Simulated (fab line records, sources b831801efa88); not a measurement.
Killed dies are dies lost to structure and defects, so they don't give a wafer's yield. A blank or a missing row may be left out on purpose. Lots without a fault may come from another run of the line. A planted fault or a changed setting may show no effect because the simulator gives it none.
One fault seen from 2 desks | flow gf180mcu | each desk has only its own numbers; what lay behind them comes last

THE METROLOGY DESK
What the gauges read, lot by lot, whatever tool the lot ran on: means of the sampled wafers that have a number. A lot is out of limits, marked OUT, if its mean lies more than 4 standard deviations from the usual mean; the brackets give that distance.
Columns: A = cd_nm at GF_CONTACT_CD_MEAS_14, usual 219.9 nm
lot  | first seen here | A
L111 | day 15 22:49    | 221.1
L113 | day 16 19:41    | 219.0
L114 | day 17 08:14    | 219.1
L117 | day 18 08:21    | 221.5
L118 | day 19 00:20    | 221.3
L119 | day 19 03:17    | 221.9
L122 | day 20 08:53    | 218.7
L123 | day 20 17:37    | 217.1
L125 | day 21 10:43    | 220.1
L130 | day 23 08:08    | 220.3
L131 | day 23 09:28    | 220.0
L132 | day 23 14:49    | 220.8
L133 | day 24 03:17    | 219.3
L134 | day 24 10:00    | 218.0
This desk's finding: nothing out of limits on any of the 14 lots.

THE TOOL OWNER'S DESK: wet_bench-02
The tool's own readings at GF_SALICIDE_WET_ETCH_01 (etches SiO2 in dHF, target depth 5 nm, time 100 s): means of the sampled wafers that have a number, for each lot that ran on this tool. A lot is out of limits, marked OUT, if its mean lies more than 4 standard deviations from the usual mean; the brackets give that distance.
Columns: A = run_length_s at GF_SALICIDE_WET_ETCH_01, usual 130 s; B = temp_c at GF_SALICIDE_WET_ETCH_01, usual 25.00 C
lot  | first seen here | A   | B
L114 | day 16 07:56    | 127 | 25.04
L117 | day 17 07:43    | 127 | 24.99
L122 | day 19 07:24    | 143 | 25.06
L123 | day 19 16:07    | 143 | 24.93
L130 | day 22 07:36    | 136 | 25.05
This desk's finding: nothing out of limits on any of the 5 lots.

PUT TOGETHER
The metrology desk saw nothing out of limits.
The tool owner's desk saw nothing out of limits.

WHAT THE SIMULATOR HAD PUT IN
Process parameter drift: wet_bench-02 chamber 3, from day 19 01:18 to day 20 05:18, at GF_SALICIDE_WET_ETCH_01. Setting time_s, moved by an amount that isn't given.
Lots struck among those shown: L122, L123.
